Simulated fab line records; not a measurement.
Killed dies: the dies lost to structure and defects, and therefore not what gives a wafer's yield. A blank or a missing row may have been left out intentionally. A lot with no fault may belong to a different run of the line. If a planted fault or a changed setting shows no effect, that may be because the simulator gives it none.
Split-lot trial :: flow sky130 :: route with 708 steps; 5 lots, 23 wafers read

## THE SPLIT
At SKY_VIA2_SPUTTER_20 (material TiN, target thk 20 nm, time 80 s), the setting chamber_pressure_pa was moved away from the recipe's 5 Pa on 10 of the 23 wafers read, by -9.1% to +12.8%. All remaining wafers had this setting at the recipe value.

The reading is taken at the split's own step.

## THE READING
TiN_of_VIA2_SPUTTER_20.thk_nm (the simulator's own value, which no gauge read), in nm, at SKY_VIA2_SPUTTER_20 (material TiN, target thk 20 nm, time 80 s). The file gives no usual value for it. Here, 13 wafers ran the recipe; their average is 19.78 nm with a standard deviation of 0.13 nm.

wafer: L074.1
tool, chamber at the split: pvd_sputter-03, -
chamber_pressure_pa as run, Pa: 5
against the recipe: recipe
TiN_of_VIA2_SPUTTER_20.thk_nm, nm: 19.63
against lot-mates on the recipe: -

wafer: L074.3
tool, chamber at the split: pvd_sputter-03, -
chamber_pressure_pa as run, Pa: 5
against the recipe: recipe
TiN_of_VIA2_SPUTTER_20.thk_nm, nm: 19.66
against lot-mates on the recipe: -

wafer: L074.4
tool, chamber at the split: pvd_sputter-03, -
chamber_pressure_pa as run, Pa: 5
against the recipe: recipe
TiN_of_VIA2_SPUTTER_20.thk_nm, nm: 19.74
against lot-mates on the recipe: -

wafer: L074.5
tool, chamber at the split: pvd_sputter-03, -
chamber_pressure_pa as run, Pa: 5
against the recipe: recipe
TiN_of_VIA2_SPUTTER_20.thk_nm, nm: 19.64
against lot-mates on the recipe: -

wafer: L074.6
tool, chamber at the split: pvd_sputter-03, -
chamber_pressure_pa as run, Pa: 5
against the recipe: recipe
TiN_of_VIA2_SPUTTER_20.thk_nm, nm: 19.91
against lot-mates on the recipe: -

wafer: L080.1
tool, chamber at the split: pvd_sputter-01, -
chamber_pressure_pa as run, Pa: 5.639
against the recipe: +12.8%
TiN_of_VIA2_SPUTTER_20.thk_nm, nm: 17.64
against lot-mates on the recipe: no lot-mate on the recipe

wafer: L080.2
tool, chamber at the split: pvd_sputter-01, -
chamber_pressure_pa as run, Pa: 5.639
against the recipe: +12.8%
TiN_of_VIA2_SPUTTER_20.thk_nm, nm: 17.75
against lot-mates on the recipe: no lot-mate on the recipe

wafer: L080.3
tool, chamber at the split: pvd_sputter-01, -
chamber_pressure_pa as run, Pa: 5.639
against the recipe: +12.8%
TiN_of_VIA2_SPUTTER_20.thk_nm, nm: 17.54
against lot-mates on the recipe: no lot-mate on the recipe

wafer: L080.4
tool, chamber at the split: pvd_sputter-01, -
chamber_pressure_pa as run, Pa: 5.639
against the recipe: +12.8%
TiN_of_VIA2_SPUTTER_20.thk_nm, nm: 17.86
against lot-mates on the recipe: no lot-mate on the recipe

wafer: L080.5
tool, chamber at the split: pvd_sputter-01, -
chamber_pressure_pa as run, Pa: 5.639
against the recipe: +12.8%
TiN_of_VIA2_SPUTTER_20.thk_nm, nm: 17.41
against lot-mates on the recipe: no lot-mate on the recipe

wafer: L081.1
tool, chamber at the split: pvd_sputter-02, -
chamber_pressure_pa as run, Pa: 5
against the recipe: recipe
TiN_of_VIA2_SPUTTER_20.thk_nm, nm: 19.77
against lot-mates on the recipe: -

wafer: L081.3
tool, chamber at the split: pvd_sputter-02, -
chamber_pressure_pa as run, Pa: 5
against the recipe: recipe
TiN_of_VIA2_SPUTTER_20.thk_nm, nm: 20.05
against lot-mates on the recipe: -

wafer: L081.6
tool, chamber at the split: pvd_sputter-02, -
chamber_pressure_pa as run, Pa: 5
against the recipe: recipe
TiN_of_VIA2_SPUTTER_20.thk_nm, nm: 19.93
against lot-mates on the recipe: -

wafer: L083.1
tool, chamber at the split: pvd_sputter-03, -
chamber_pressure_pa as run, Pa: 5
against the recipe: recipe
TiN_of_VIA2_SPUTTER_20.thk_nm, nm: 19.6
against lot-mates on the recipe: -

wafer: L083.2
tool, chamber at the split: pvd_sputter-03, -
chamber_pressure_pa as run, Pa: 5
against the recipe: recipe
TiN_of_VIA2_SPUTTER_20.thk_nm, nm: 19.8
against lot-mates on the recipe: -

wafer: L083.3
tool, chamber at the split: pvd_sputter-03, -
chamber_pressure_pa as run, Pa: 5
against the recipe: recipe
TiN_of_VIA2_SPUTTER_20.thk_nm, nm: 19.84
against lot-mates on the recipe: -

wafer: L083.4
tool, chamber at the split: pvd_sputter-03, -
chamber_pressure_pa as run, Pa: 5
against the recipe: recipe
TiN_of_VIA2_SPUTTER_20.thk_nm, nm: 19.7
against lot-mates on the recipe: -

wafer: L083.6
tool, chamber at the split: pvd_sputter-03, -
chamber_pressure_pa as run, Pa: 5
against the recipe: recipe
TiN_of_VIA2_SPUTTER_20.thk_nm, nm: 19.82
against lot-mates on the recipe: -

wafer: L085.1
tool, chamber at the split: pvd_sputter-01, -
chamber_pressure_pa as run, Pa: 4.546
against the recipe: -9.1%
TiN_of_VIA2_SPUTTER_20.thk_nm, nm: 21.77
against lot-mates on the recipe: no lot-mate on the recipe

wafer: L085.2
tool, chamber at the split: pvd_sputter-01, -
chamber_pressure_pa as run, Pa: 4.546
against the recipe: -9.1%
TiN_of_VIA2_SPUTTER_20.thk_nm, nm: 21.57
against lot-mates on the recipe: no lot-mate on the recipe

wafer: L085.3
tool, chamber at the split: pvd_sputter-01, -
chamber_pressure_pa as run, Pa: 4.546
against the recipe: -9.1%
TiN_of_VIA2_SPUTTER_20.thk_nm, nm: 21.78
against lot-mates on the recipe: no lot-mate on the recipe

wafer: L085.4
tool, chamber at the split: pvd_sputter-01, -
chamber_pressure_pa as run, Pa: 4.546
against the recipe: -9.1%
TiN_of_VIA2_SPUTTER_20.thk_nm, nm: 21.48
against lot-mates on the recipe: no lot-mate on the recipe

wafer: L085.5
tool, chamber at the split: pvd_sputter-01, -
chamber_pressure_pa as run, Pa: 4.546
against the recipe: -9.1%
TiN_of_VIA2_SPUTTER_20.thk_nm, nm: 21.61
against lot-mates on the recipe: no lot-mate on the recipe

THE FIT
A straight line over all 23 wafers: TiN_of_VIA2_SPUTTER_20.thk_nm changes by -0.181 nm for each +1% of chamber_pressure_pa; r = -0.99; the points scatter about the line by 0.17 nm.
Too few moved wafers have a lot-mate on the recipe to fit a line with each lot's own level taken away.

## FILE'S OWN FIT
TiN_of_VIA2_SPUTTER_20.thk_nm changes by -0.181 nm for each +1% of chamber_pressure_pa, r = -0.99.
